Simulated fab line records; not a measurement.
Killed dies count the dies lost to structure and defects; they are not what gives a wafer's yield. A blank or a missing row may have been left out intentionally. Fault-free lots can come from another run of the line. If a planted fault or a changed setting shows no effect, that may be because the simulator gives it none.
fab line records + flow gf180mcu + part 2 of 2: steps 34 to 43 of 43
[record]
- lots = 5
- wafers = 15
- lastDay = 33
route steps=602 shown M4@456 V4@476
lots that met no fault: taken from a fault-free run of the same line
startH: hours from the record's opening day to when the first of the lot's shown wafers began + waitH: hours since the lot's step before + " unchanged from the row above + L1.1+2: several wafers, shown together as one row + - no value, or no start given + * or withheld: withheld + < > ~ a bound
route shown NAME@n: a module of which the file shows steps, and the number in the route of the first + usual: mean and standard deviation over wafers with no fault + same: alike in all rows + chamber/n: place in a boat + sites: each site's reading + _std_site: standard deviation of those values + _edge_site: inner sites' mean taken away from outer sites' mean + radiusMm: how far each site lies from the wafer's centre + mask NAME#n: copy n + behind: tool/chamber where the wafer was last shaped + hold: cause of the lot's hold/its duration in hours/its outcome + device: the transistor (n, p or np) that didn't switch + end of line: the same wafers' tests at the end of the route + a step with no rows: only its recipe + killed: not the wafer's yield, but the dies lost to structure and defects at the first sort + map: a wafer's dies, marking killed ones x, the rest . and places with no die _
set.NAME: the setting the step ran with; set.NAME@STEP: the setting that earlier step ran with + model.NAME: the simulator's own value behind a step, which no gauge read
a table for each step, a row for each wafer; lots at some steps of the route
services: the hour from which a tool's chamber was out of use, counted from the record's first day as startH (under 0 if before that day), plus the number of hours and why
[[steps]]
[step GF_V4_DEVELOP_13]
[recipe]
- developTimeS = 60
- resist = KrF
- devTempC = 21
| lot.wafer  | tool          | chamber | startH | waitH |
|------------|---------------|---------|--------|-------|
| L076.1+4+5 | lithoTrack-04 | 0       | 569.96 | 0.2   |
| L079.1+2+5 | lithoTrack-04 | 0       | 595.76 | 0.2   |
| L082.1+5+6 | lithoTrack-04 | 0       | 621.51 | 0.2   |
| L086.1+3+4 | lithoTrack-02 | 0       | 670.88 | 0.2   |
| L093.2+5+6 | lithoTrack-04 | 0       | 708.98 | 0.2   |
[step GF_V4_CD_MEAS_14]
[recipe]
- targetCdNm = 260
[usual]
- cdNm = 260.6/1.4
| lot.wafer | tool     | chamber | startH | waitH | cdNm  |
|-----------|----------|---------|--------|-------|-------|
| L076.1    | cdSem-01 | -       | 570.11 | 0.1   | 259.9 |
| L076.4    | "        | -       | "      | "     | 260.2 |
| L076.5    | "        | -       | "      | "     | 260.8 |
| L079.1    | cdSem-01 | -       | 595.91 | 0.1   | 258.0 |
| L079.2    | "        | -       | "      | "     | 258.8 |
| L079.5    | "        | -       | "      | "     | 256.8 |
| L082.1    | cdSem-02 | -       | 621.66 | 0.1   | 259.2 |
| L082.5    | "        | -       | "      | "     | 259.3 |
| L082.6    | "        | -       | "      | "     | 259.7 |
| L086.1    | cdSem-02 | -       | 671.03 | 0.1   | 261.0 |
| L086.3    | "        | -       | "      | "     | 262.1 |
| L086.4    | "        | -       | "      | "     | 262.6 |
| L093.2    | cdSem-01 | -       | 709.13 | 0.1   | 258.5 |
| L093.5    | "        | -       | "      | "     | 257.0 |
| L093.6    | "        | -       | "      | "     | 257.5 |
[step GF_V4_OVL_MEAS_15]
[usual]
- V4_OVL = -2/6.6
| lot.wafer | tool       | chamber | startH | waitH | V4_OVL[nm] |
|-----------|------------|---------|--------|-------|------------|
| L076.1    | overlay-02 | -       | 570.23 | 0.1   | 8          |
| L076.4    | "          | -       | "      | "     | 12         |
| L076.5    | "          | -       | "      | "     | 7          |
| L079.1    | overlay-02 | -       | 596.03 | 0.1   | -17        |
| L079.2    | "          | -       | "      | "     | -10        |
| L079.5    | "          | -       | "      | "     | -12        |
| L082.1    | overlay-01 | -       | 621.78 | 0.1   | -5         |
| L082.5    | "          | -       | "      | "     | -5         |
| L082.6    | "          | -       | "      | "     | -13        |
| L086.1    | overlay-01 | -       | 671.15 | 0.1   | 1          |
| L086.3    | "          | -       | "      | "     | 5          |
| L086.4    | "          | -       | "      | "     | 2          |
| L093.2    | overlay-02 | -       | 709.23 | 0.1   | 5          |
| L093.5    | "          | -       | "      | "     | -2         |
| L093.6    | "          | -       | "      | "     | 7          |
[step GF_V4_ETCH_16]
[recipe]
- chemistry = N2/H2
- targetDepthA = withheld
- overetchA = withheld
- timeS = withheld
- target = BARC
- ionEnergyEv = 200
- sourceW = 500
- biasW = 100
- pressureMtorr = 30
- n2FlowSccm = 100
- h2FlowSccm = 200
[usual]
- drypumpMotorCurrentA = 5.7/0.48
- oesProductAu = 0.854/0.0046
- throttleValvePct = 13.225/0.0092
| lot.wafer | tool       | chamber | startH | waitH | drypumpMotorCurrentA | oesProductAu | throttleValvePct |
|-----------|------------|---------|--------|-------|----------------------|--------------|------------------|
| L076.1    | rieDiel-02 | 0       | 570.26 | 0.0   | 6.0                  | 0.848        | 13.236           |
| L076.4    | "          | 2       | "      | "     | 5.9                  | 0.851        | 13.228           |
| L076.5    | "          | 1       | "      | "     | 5.8                  | 0.848        | 13.238           |
| L079.1    | rieDiel-03 | 3       | 596.06 | 0.0   | 4.8                  | 0.850        | 13.229           |
| L079.2    | "          | 1       | "      | "     | 5.9                  | 0.856        | 13.207           |
| L079.5    | "          | 0       | "      | "     | 6.5                  | 0.861        | 13.238           |
| L082.1    | rieDiel-03 | 1       | 621.81 | 0.0   | 5.8                  | 0.852        | 13.228           |
| L082.5    | "          | 1       | "      | "     | 5.8                  | 0.857        | 13.227           |
| L082.6    | "          | 0       | "      | "     | 6.4                  | 0.851        | 13.198           |
| L086.1    | rieDiel-03 | 3       | 671.19 | 0.0   | 4.8                  | 0.868        | 13.233           |
| L086.3    | "          | 2       | "      | "     | 5.3                  | 0.860        | 13.229           |
| L086.4    | "          | 1       | "      | "     | 5.8                  | 0.853        | 13.203           |
| L093.2    | rieDiel-01 | 0       | 709.26 | 0.0   | 5.9                  | 0.853        | 13.231           |
| L093.5    | "          | 1       | "      | "     | 5.9                  | 0.856        | 13.224           |
| L093.6    | "          | 3       | "      | "     | 5.5                  | 0.859        | 13.219           |
[step GF_V4_ETCH_17]
[recipe]
- chemistry = C4F8/O2/Ar
- maskMaterial = KrF
- target = SiO2
- stopOn = TiN
- sourceW = 1500
- biasW = 1200
- pressureMtorr = 40
- c4f8FlowSccm = withheld
- O2_flow_sccm = 6
- Ar_flow_sccm = 300
- timeS = withheld
- targetDepthA = 6300
[usual]
- oesProductAu = 0.865/0.0043
| lot.wafer | tool       | chamber | startH | waitH | oesProductAu |
|-----------|------------|---------|--------|-------|--------------|
| L076.1    | rieDiel-02 | 0       | -      | -     | 0.870        |
| L076.4    | "          | 2       | "      | "     | 0.872        |
| L076.5    | "          | 1       | "      | "     | 0.868        |
| L079.1    | rieDiel-03 | 3       | -      | -     | 0.865        |
| L079.2    | "          | 1       | "      | "     | 0.865        |
| L079.5    | "          | 0       | "      | "     | 0.864        |
| L082.1    | rieDiel-03 | 1       | -      | -     | 0.867        |
| L082.5    | "          | 1       | "      | "     | 0.858        |
| L082.6    | "          | 0       | "      | "     | 0.864        |
| L086.1    | rieDiel-03 | 3       | -      | -     | 0.870        |
| L086.3    | "          | 2       | "      | "     | 0.861        |
| L086.4    | "          | 1       | "      | "     | 0.870        |
| L093.2    | rieDiel-01 | 0       | -      | -     | 0.867        |
| L093.5    | "          | 1       | "      | "     | 0.867        |
| L093.6    | "          | 3       | "      | "     | 0.869        |
[step GF_V4_STRIP_18]
[recipe]
- chemistry = O2/N2
- powerW = 1400
- pressureMtorr = 1500
- platenTempC = 250
- o2FlowSccm = 3000
- n2FlowSccm = 300
- overashFraction = 0.5
[usual]
- drypumpMotorCurrentA = 5.53/0.14
- heaterPowerW = 337/22
- oesProductAu = 0.592/0.0044
| lot.wafer | tool           | chamber | startH | waitH | drypumpMotorCurrentA | heaterPowerW | oesProductAu | rfHoursCounterH |
|-----------|----------------|---------|--------|-------|----------------------|--------------|--------------|-----------------|
| L076.1    | plasmaAsher-02 | 0       | 570.39 | -     | 5.53                 | 359          | 0.596        | 49              |
| L076.4    | "              | 1       | "      | "     | 5.68                 | 338          | 0.596        | -               |
| L076.5    | "              | 0       | "      | "     | 5.53                 | 356          | 0.581        | -               |
| L079.1    | plasmaAsher-01 | 1       | 596.19 | -     | 5.49                 | 377          | 0.594        | 18              |
| L079.2    | "              | 0       | "      | "     | 5.46                 | 311          | 0.598        | 18              |
| L079.5    | "              | 1       | "      | "     | 5.50                 | 380          | 0.592        | -               |
| L082.1    | plasmaAsher-04 | 0       | 621.94 | -     | 5.28                 | 333          | 0.595        | 98              |
| L082.5    | "              | 0       | "      | "     | 5.28                 | 321          | 0.589        | -               |
| L082.6    | "              | 1       | "      | "     | 5.71                 | 327          | 0.587        | -               |
| L086.1    | plasmaAsher-01 | 0       | 671.31 | -     | 5.45                 | 323          | 0.586        | 26              |
| L086.3    | "              | 1       | "      | "     | 5.55                 | 380          | 0.599        | -               |
| L086.4    | "              | 0       | "      | "     | 5.44                 | 310          | 0.598        | -               |
| L093.2    | plasmaAsher-02 | 1       | 709.39 | -     | 5.68                 | 340          | 0.597        | 64              |
| L093.5    | "              | 0       | "      | "     | 5.52                 | 358          | 0.585        | -               |
| L093.6    | "              | 1       | "      | "     | 5.69                 | 338          | 0.594        | -               |
[step GF_V4_STRIP_19]
[recipe]
- chemistry = postEtchResidueRemover
- timeS = 1200
- tempC = 72.5
| lot.wafer  | tool        | chamber | startH | waitH |
|------------|-------------|---------|--------|-------|
| L076.1+4+5 | wetBench-03 | 2       | 570.49 | 0.1   |
| L079.1+2+5 | wetBench-04 | 3       | 596.29 | 0.1   |
| L082.1+5+6 | wetBench-01 | 0       | 622.04 | 0.1   |
| L086.1+3+4 | wetBench-03 | 1       | 671.41 | 0.1   |
| L093.2+5+6 | wetBench-03 | 2       | 709.49 | 0.1   |
[step GF_V4_CLEAN_20]
[recipe]
- chemistry = DIW
- dry = n2Spin
| lot.wafer  | tool        | chamber | startH | waitH |
|------------|-------------|---------|--------|-------|
| L076.1+4+5 | wetBench-01 | 2       | 570.83 | 0.0   |
| L079.1+2+5 | wetBench-03 | 2       | 596.63 | 0.0   |
| L082.1+5+6 | wetBench-03 | 3       | 622.45 | 0.0   |
| L086.1+3+4 | wetBench-04 | 3       | 671.79 | 0.0   |
| L093.2+5+6 | wetBench-04 | 2       | 709.86 | 0.0   |
[step GF_V4_SPUTTER_21]
[recipe]
- material = Ti
- targetThkNm = 15
- chamberPressurePa = 5
- powerW = 2500
- substrateTempC = 200
- timeS = 80.02
[usual]
- throttleValvePct = 29.8/0.78
| lot.wafer | tool          | chamber | startH | waitH | throttleValvePct |
|-----------|---------------|---------|--------|-------|------------------|
| L076.1    | pvdSputter-04 | -       | 570.93 | 0.0   | 30.9             |
| L076.4    | "             | -       | "      | "     | 29.4             |
| L076.5    | "             | -       | "      | "     | 29.8             |
| L079.1    | pvdSputter-04 | -       | 596.73 | 0.0   | 29.4             |
| L079.2    | "             | -       | "      | "     | 29.7             |
| L079.5    | "             | -       | "      | "     | 29.2             |
| L082.1    | pvdSputter-04 | -       | 622.54 | 0.0   | 29.7             |
| L082.5    | "             | -       | "      | "     | 29.7             |
| L082.6    | "             | -       | "      | "     | 29.3             |
| L086.1    | pvdSputter-04 | -       | 671.88 | 0.0   | 30.0             |
| L086.3    | "             | -       | "      | "     | 29.3             |
| L086.4    | "             | -       | "      | "     | 29.6             |
| L093.2    | pvdSputter-01 | -       | 709.96 | 0.0   | 28.9             |
| L093.5    | "             | -       | "      | "     | 30.9             |
| L093.6    | "             | -       | "      | "     | 30.7             |
[step GF_V4_SPUTTER_22]
[recipe]
- material = TiN
- targetThkNm = 10
- chamberPressurePa = 5
- powerW = 4000
- timeS = 40
[usual]
- throttleValvePct = 29.8/0.77
| lot.wafer | tool          | chamber | startH | waitH | throttleValvePct |
|-----------|---------------|---------|--------|-------|------------------|
| L076.1    | pvdSputter-04 | -       | 570.99 | 0.0   | 30.6             |
| L076.4    | "             | -       | "      | "     | 29.5             |
| L076.5    | "             | -       | "      | "     | 29.9             |
| L079.1    | pvdSputter-04 | -       | 596.79 | 0.0   | 29.3             |
| L079.2    | "             | -       | "      | "     | 29.9             |
| L079.5    | "             | -       | "      | "     | 29.1             |
| L082.1    | pvdSputter-04 | -       | 622.60 | 0.0   | 29.7             |
| L082.5    | "             | -       | "      | "     | 29.7             |
| L082.6    | "             | -       | "      | "     | 29.3             |
| L086.1    | pvdSputter-04 | -       | 671.94 | 0.0   | 29.6             |
| L086.3    | "             | -       | "      | "     | 29.0             |
| L086.4    | "             | -       | "      | "     | 29.5             |
| L093.2    | pvdSputter-01 | -       | 710.02 | 0.0   | 29.2             |
| L093.5    | "             | -       | "      | "     | 30.7             |
| L093.6    | "             | -       | "      | "     | 30.6             |
[[services]]
| tool           | chamber | startH | hours | kind   |
|----------------|---------|--------|-------|--------|
| wetBench-04    | -       | 506.82 | 3.2   | repair |
| cmp-01         | -       | 508.21 | 10.6  | pm     |
| pvdSputter-04  | -       | 513.59 | 2.8   | repair |
| krfScanner-01  | -       | 514.74 | 1.3   | pm     |
| pvdSputter-01  | -       | 520.69 | 1.6   | repair |
| pvdSputter-04  | -       | 541.92 | 0.6   | repair |
| rieDiel-03     | 1       | 549.28 | 3.6   | repair |
| pvdSputter-02  | -       | 560.54 | 0.5   | repair |
| rieDiel-03     | 2       | 571.41 | 56.1  | repair |
| krfScanner-01  | -       | 576.04 | 0.3   | repair |
| krfScanner-01  | -       | 577.93 | 1.0   | pm     |
| pvdSputter-03  | -       | 585.52 | 21.8  | repair |
| plasmaAsher-02 | -       | 594.16 | 1.3   | repair |
| krfScanner-01  | -       | 633.14 | 1.0   | repair |
| rieDiel-03     | 1       | 639.91 | 15.3  | repair |
| krfScanner-01  | -       | 643.14 | 0.8   | pm     |
| pvdSputter-01  | -       | 648.02 | 6.2   | repair |
| rieDiel-03     | 2       | 648.91 | 9.4   | repair |
| wetBench-01    | -       | 655.84 | 1.9   | pm     |
| rieDiel-03     | 2       | 676.97 | 19.4  | repair |
| plasmaAsher-02 | -       | 682.45 | 2.8   | pm     |
| krfScanner-01  | -       | 690.64 | 1.3   | pm     |
| krfScanner-01  | -       | 704.41 | 0.9   | repair |
| rieDiel-03     | -       | 704.96 | 0.5   | repair |
